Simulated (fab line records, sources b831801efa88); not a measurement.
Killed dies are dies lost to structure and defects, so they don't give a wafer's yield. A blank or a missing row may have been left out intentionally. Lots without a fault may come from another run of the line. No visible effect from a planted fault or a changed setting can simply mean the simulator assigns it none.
What tool caused it?	flow gf180mcu	13 lots with 39 wafers sampled at 5 steps, on a route of 602 steps

## WHAT THE GAUGES READ, wafer by wafer
GF_V3_THK_MEAS_01.
lot	measured	on	V3_CVD_00_THK (nm)
L765	day 21 14:15	film metro-04	592 597 601
L766	day 22 00:17	film metro-01	612 605 603
L769	day 22 17:53	film metro-04	594 602 595
L770	day 23 02:14	film metro-04	601 599 601
L771	day 23 08:16	film metro-02	604 596 602
L772	day 24 02:20	film metro-04	592 601 605
L773	day 24 12:01	film metro-04	604 608 601
L774	day 24 17:01	film metro-02	599 604 599
L775	day 25 01:44	film metro-02	601 590 600
L779	day 26 13:55	film metro-04	597 598 604
L783	day 27 13:52	film metro-01	301 300 302
L786	day 28 07:40	film metro-02	297 299 293
L788	day 28 18:22	film metro-04	601 612 606

GF_V3_BOW_MEAS_05.
lot	measured	on	V3_BOW (um)
L765	day 21 14:46	film metro-04	114 120 126
L766	day 22 00:46	film metro-01	114 97 112
L769	day 22 18:22	film metro-02	129 130 124
L770	day 23 02:53	film metro-04	112 122 116
L771	day 23 08:46	film metro-01	121 114 124
L772	day 24 02:56	film metro-04	118 123 122
L773	day 24 12:31	film metro-01	112 114 115
L774	day 24 17:34	film metro-02	112 118 102
L775	day 25 02:14	film metro-02	122 112 104
L779	day 26 14:24	film metro-02	100 112 103
L783	day 27 14:23	film metro-02	103 101 101
L786	day 28 08:10	film metro-01	110 114 113
L788	day 28 18:53	film metro-04	132 130 132

## EACH LOT AND THE TOOL THAT RAN IT (in order: tool; ch and the chambers of the sampled wafers; start)
lot	GF_V2_ETCH_16	GF_V2_STRIP_18	GF_V3_CVD_00
L765	rie diel-04 ch 1,2,3, day 20 12:08	plasma asher-01 ch 0,1, day 20 12:17	hdpcvd-02 ch 0,1, day 21 14:10
L766	rie diel-03 ch 0,1,2, day 20 21:40	plasma asher-01 ch 0,1, day 20 21:48	hdpcvd-01 ch 0,1,2, day 22 00:13
L769	rie diel-04 ch 1,3, day 21 15:32	plasma asher-02 ch 0,1, day 21 15:40	hdpcvd-02 ch 0,1,2, day 22 17:49
L770	rie diel-03 ch 0,3, day 22 01:07	plasma asher-02 ch 0,1, day 22 01:17	hdpcvd-02 ch 0,1,2, day 23 02:10
L771	rie diel-04 ch 1,3, day 22 06:50	plasma asher-04 ch 1, day 22 06:58	hdpcvd-02 ch 0,1,2, day 23 08:11
L772	rie diel-04 ch 1,2, day 23 01:10	plasma asher-01 ch 0,1, day 23 01:18	hdpcvd-01 ch 0,2, day 24 02:16
L773	rie diel-02 ch 2,3, day 23 11:14	plasma asher-04 ch 0, day 23 11:22	hdpcvd-01 ch 0,1,2, day 24 11:57
L774	rie diel-04 ch 0,1,3, day 23 16:19	plasma asher-01 ch 0,1, day 23 16:27	hdpcvd-01 ch 0,1,2, day 24 16:57
L775	rie diel-03 ch 2,3, day 24 01:17	plasma asher-02 ch 1, day 24 01:24	hdpcvd-01 ch 0,1,2, day 25 01:40
L779	rie diel-02 ch 2,3, day 25 14:29	plasma asher-01 ch 0, day 25 14:37	hdpcvd-02 ch 0,2, day 26 13:50
L783	rie diel-04 ch 0,1,2, day 26 15:17	plasma asher-02 ch 0,1, day 26 15:25	hdpcvd-01 ch 1,2, day 27 13:48
L786	rie diel-04 ch 1,2,3, day 27 08:40	plasma asher-02 ch 0, day 27 08:48	hdpcvd-01 ch 0,1, day 28 07:35
L788	rie diel-04 ch 0,3, day 27 20:49	plasma asher-04 ch 0,1, day 27 20:59	hdpcvd-02 ch 0,1,2, day 28 18:17
- GF_V2_ETCH_16: etches BARC in N2/H2.
- GF_V2_STRIP_18: strips in O2/N2.
- GF_V3_CVD_00: deposits SiO2, target thk 600 nm, time 100 s.

## WHAT THE TOOLS THEMSELVES READ (means of the sampled wafers that have a number; where no wafer has one, the mark that the record gives instead)
GF_V2_ETCH_16.
lot	tool	drypump motor current A (A)	oes product au (a.u.)	throttle valve pct (%)
L765	rie diel-04	5.2	0.855	13.233
L766	rie diel-03	5.8	0.856	13.225
L769	rie diel-04	5.0	0.856	13.227
L770	rie diel-03	6.2	0.856	13.221
L771	rie diel-04	5.2	0.850	13.227
L772	rie diel-04	5.3	0.861	13.227
L773	rie diel-02	5.6	0.856	13.222
L774	rie diel-04	5.1	0.859	13.222
L775	rie diel-03	5.6	0.860	13.229
L779	rie diel-02	5.6	0.858	13.226
L783	rie diel-04	5.2	0.856	13.232
L786	rie diel-04	5.2	0.856	13.224
L788	rie diel-04	5.0	0.851	13.226

GF_V2_STRIP_18.
lot	tool	drypump motor current A (A)	heater power w (W)	oes product au (a.u.)
L765	plasma asher-01	5.9	313	0.597
L766	plasma asher-01	5.9	316	0.594
L769	plasma asher-02	6.4	326	0.591
L770	plasma asher-02	6.1	349	0.592
L771	plasma asher-04	5.8	355	0.592
L772	plasma asher-01	5.5	318	0.593
L773	plasma asher-04	5.8	326	0.588
L774	plasma asher-01	5.6	320	0.594
L775	plasma asher-02	6.7	313	0.592
L779	plasma asher-01	6.2	311	0.595
L783	plasma asher-02	6.1	347	0.597
L786	plasma asher-02	5.8	355	0.594
L788	plasma asher-04	5.8	338	0.594

GF_V3_CVD_00.
lot	tool	sih4 flow sccm (sccm)
L765	hdpcvd-02	60.08
L766	hdpcvd-01	60.11
L769	hdpcvd-02	59.85
L770	hdpcvd-02	60.01
L771	hdpcvd-02	60.13
L772	hdpcvd-01	60.00
L773	hdpcvd-01	60.01
L774	hdpcvd-01	59.95
L775	hdpcvd-01	59.99
L779	hdpcvd-02	60.16
L783	hdpcvd-01	29.92
L786	hdpcvd-01	29.99
L788	hdpcvd-02	60.09

## THE ANSWER, worked out from the rows above alone
Rule: the usual values come from the lots themselves. The widest of any qualifying gaps counts: lots, ordered by their means at a reading, are off when they make up no more than a third of the lots, leave a main group of 4 or more, and stand apart from it by 3 or more times the standard deviation of that group's means. The tables above print the reading to a certain number of digits; a main group whose means all agree to those digits is not used. Also off: a lot with no number at a reading for which 4 or more lots have one. Any other lot the step has rows for is counted as sound. First the gauges in route order, then the tools' own readings, where a lot's mean is used as printed above. The first step at which some lot is off is used, and at that step the reading that is off furthest; a lot without a number counts as furthest.
Off: at GF_V3_THK_MEAS_01 (V3_CVD_00_THK), L783, L786. The main group: mean 601 nm, standard deviation 3.4.
If a tool, at a process step before that reading, ran all the lots that are off and no sound lot after the first of them, it fits. The gauges at GF_V3_THK_MEAS_01 aren't tried: what is off there is off at GF_V3_CVD_00 too, on other tools, and a gauge's error can't cause that. Undecided on this evidence; 2 tools fit (plasma asher-02 at GF_V2_STRIP_18, hdpcvd-01 at GF_V3_CVD_00).

## WHAT THE SIMULATOR HAD INSERTED
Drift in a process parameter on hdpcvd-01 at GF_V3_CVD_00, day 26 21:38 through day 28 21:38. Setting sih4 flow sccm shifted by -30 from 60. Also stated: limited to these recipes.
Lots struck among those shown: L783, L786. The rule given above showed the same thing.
